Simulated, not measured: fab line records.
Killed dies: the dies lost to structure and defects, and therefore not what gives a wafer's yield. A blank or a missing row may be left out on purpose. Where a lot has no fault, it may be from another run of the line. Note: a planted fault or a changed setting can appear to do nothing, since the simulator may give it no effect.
What tool caused it?	flow gf180mcu	Sampling: 13 lots, 39 wafers, 6 of 602 route steps

## WHAT EACH GAUGE READ, for each wafer
GF_STI_THK_MEAS_04. Usual: STI_CVD_03_THK 206.3 nm, standard deviation 1.6.
lot	measured	on	STI_CVD_03_THK (nm)	flag
L382	day 1 13:37	film-metro-01	204.2 201.8 203.6	
L384	day 2 02:59	film-metro-01	208.3 208.3 207.0	
L385	day 2 07:05	film-metro-02	208.2 207.8 207.1	
L386	day 2 11:14	film-metro-03	208.1 207.1 208.6	
L387	day 2 14:35	film-metro-02	209.2 207.6 207.4	
L388	day 2 20:11	film-metro-01	205.3 205.4 206.8	
L389	day 3 04:22	film-metro-03	204.5 205.6 205.2	
L390	day 3 08:01	film-metro-03	205.3 207.2 206.4	
L392	day 3 15:34	film-metro-03	207.3 207.3 206.3	
L397	day 4 16:34	film-metro-02	205.3 203.2 206.0	
L401	day 5 15:26	film-metro-03	201.7 204.1 203.8	
L403	day 5 22:34	film-metro-02	207.3 206.0 206.1	
L404	day 6 03:34	film-metro-02	204.7 204.3 205.8	

GF_NWELL_OVL_MEAS_07. Usual: NWELL_OVL 0.7 nm, standard deviation 1.5.
lot	measured	on	NWELL_OVL (nm)	flag
L382	day 3 08:47	overlay-02	1.8 2.9 2.4	
L384	day 3 23:53	overlay-02	-2.3 -2.3 -0.9	
L385	day 4 07:11	overlay-01	-0.6 1.3 0.7	
L386	day 4 06:49	overlay-01	-0.2 1.2 0.5	
L387	day 4 12:49	overlay-01	-0.5 -0.5 0.3	
L388	day 4 16:35	overlay-01	0.3 1.2 2.1	
L389	day 5 00:59	overlay-01	1.6 0.5 -1.1	
L390	day 5 04:37	overlay-02	-1.0 -1.0 -1.4	
L392	day 5 13:56	overlay-01	-2.1 -0.4 -1.5	
L397	day 6 20:21	overlay-01	1.7 1.3 2.7	
L401	day 7 19:16	overlay-02	3.4 1.9 1.5	
L403	day 8 00:22	overlay-01	3.1 1.8 2.4	
L404	day 8 06:50	overlay-01	0.6 2.3 2.4	

GF_LVPWELL_TW_MEAS_11. Usual: LVPWELL_TW 563.2, standard deviation 2.5.
lot	measured	on	LVPWELL_TW	flag
L382	day 3 22:47	film-metro-02	561.1 558.0 558.7	
L384	day 4 14:01	film-metro-03	562.4 563.4 568.8	
L385	day 4 21:31	film-metro-02	562.0 560.8 561.4	
L386	day 4 21:07	film-metro-02	559.4 560.6 562.8	
L387	day 5 02:56	film-metro-03	560.1 563.7 561.5	
L388	day 5 06:34	film-metro-02	558.0 559.2 559.5	
L389	day 5 15:23	film-metro-03	565.2 566.9 566.2	
L390	day 5 19:08	film-metro-03	565.0 563.0 562.5	
L392	day 6 05:19	film-metro-03	599.0 598.5 596.4	OFF
L397	day 7 12:42	film-metro-03	566.8 566.5 567.0	
L401	day 8 12:41	film-metro-03	600.8 598.0 600.6	OFF
L403	day 8 17:34	film-metro-02	560.6 559.2 563.6	
L404	day 9 01:00	film-metro-02	559.9 559.6 559.5	

GF_MVSD_TW_MEAS_11. Usual: MVSD_TW 1590, standard deviation 6.5.
lot	measured	on	MVSD_TW	flag
L382	day 4 12:41	film-metro-02	1587 1586 1598	
L384	day 5 04:19	film-metro-03	1589 1594 1582	
L385	day 5 11:58	film-metro-03	1578 1587 1584	
L386	day 5 10:37	film-metro-02	1574 1589 1583	
L387	day 5 16:58	film-metro-03	1587 1595 1595	
L388	day 5 20:53	film-metro-02	1589 1585 1573	
L389	day 6 06:07	film-metro-03	1601 1606 1598	
L390	day 6 09:54	film-metro-02	1588 1590 1592	
L392	day 6 20:26	film-metro-03	1597 1598 1597	
L397	day 8 05:49	film-metro-02	1592 1590 1589	
L401	day 9 05:28	film-metro-02	1584 1594 1586	
L403	day 9 11:00	film-metro-03	1600 1596 1592	
L404	day 9 18:00	film-metro-02	1583 1593 1576	

GF_VT_IMPLANT_RS_MEAS_48: uses a four-point probe to measure. Usual: LVPWELL_RS 1197 ohm/sq, standard deviation 3.4.
lot	measured	on	LVPWELL_RS (ohm/sq)	flag
L382	day 7 13:58	film-metro-03	1200 1198 1198	
L384	day 8 08:24	film-metro-02	1195 1198 1194	
L385	day 8 16:52	film-metro-03	1200 1202 1196	
L386	day 8 15:51	film-metro-03	1202 1201 1201	
L387	day 8 23:55	film-metro-02	1202 1204 1201	
L388	day 9 04:51	film-metro-03	1195 1203 1200	
L389	day 9 14:55	film-metro-02	1199 1197 1200	
L390	day 9 19:43	film-metro-02	1198 1197 1197	
L392	day 10 08:41	film-metro-03	1030 1032 1030	OFF
L397	day 11 23:15	film-metro-02	1196 1198 1198	
L401	day 13 01:20	film-metro-02	1032 1035 1032	OFF
L403	day 13 08:08	film-metro-03	1193 1194 1192	
L404	day 13 17:10	film-metro-02	1196 1200 1201	

## WHAT TOOL EACH LOT RAN ON (gives the tool, then ch and the chambers of the sampled wafers, and finally the start)
lot	GF_LVPWELL_IMPLANT_09
L382	implanter-02 ch 0, day 3 22:34
L384	implanter-03 ch 0, day 4 13:47
L385	implanter-03 ch 0, day 4 21:17
L386	implanter-03 ch 0, day 4 20:52
L387	implanter-03 ch 0, day 5 02:43
L388	implanter-04 ch 0, day 5 06:19
L389	implanter-03 ch 0, day 5 15:08
L390	implanter-04 ch 0, day 5 18:55
L392	implanter-02 ch 0, day 6 04:45
L397	implanter-03 ch 0, day 7 12:26
L401	implanter-04 ch 0, day 8 12:08
L403	implanter-02 ch 0, day 8 17:18
L404	implanter-02 ch 0, day 9 00:45
- GF_LVPWELL_IMPLANT_09

## AS READ BY THE TOOLS THEMSELVES (means over the sampled wafers that have a number; for cases with no such wafer, the mark the record gives instead)
GF_LVPWELL_IMPLANT_09. Usual: beam-energy-keV 59.997, standard deviation 0.016; beam-on-s 9.99 s, standard deviation 0.2.
lot	tool	beam-energy-keV	beam-on-s (s)	flag
L382	implanter-02	59.999	10.03	
L384	implanter-03	60.000	10.04	
L385	implanter-03	59.983	10.03	
L386	implanter-03	59.982	10.17	
L387	implanter-03	60.000	10.01	
L388	implanter-04	60.018	10.07	
L389	implanter-03	59.998	10.01	
L390	implanter-04	60.002	10.11	
L392	implanter-02	59.998	9.95	
L397	implanter-03	59.999	9.93	
L401	implanter-04	60.000	9.98	
L403	implanter-02	59.992	10.00	
L404	implanter-02	59.978	9.77	

## THE ANSWER, worked out from the rows above alone
Rule: lot off if the mean of its wafers having a number is beyond 3 standard deviations from the usual mean. A lot without any number at a reading at which 4 lots or more have one is off too. The other lots that the step has rows for count as sound. After the gauges, taken in route order, come the tools' own readings; for these a lot's mean is taken, as printed above. At the first step where some lot is off, the reading lying furthest off is the one used; lots without a number count as furthest.
Off: L392, L401, at GF_LVPWELL_TW_MEAS_11 (LVPWELL_TW).
If a tool, at a process step before that reading, ran all the lots that are off and no sound lot after the first of them, it fits. The gauges at GF_LVPWELL_TW_MEAS_11 are tried like those tools. None of those tried fits.

## WHAT WAS PUT IN BY THE SIMULATOR
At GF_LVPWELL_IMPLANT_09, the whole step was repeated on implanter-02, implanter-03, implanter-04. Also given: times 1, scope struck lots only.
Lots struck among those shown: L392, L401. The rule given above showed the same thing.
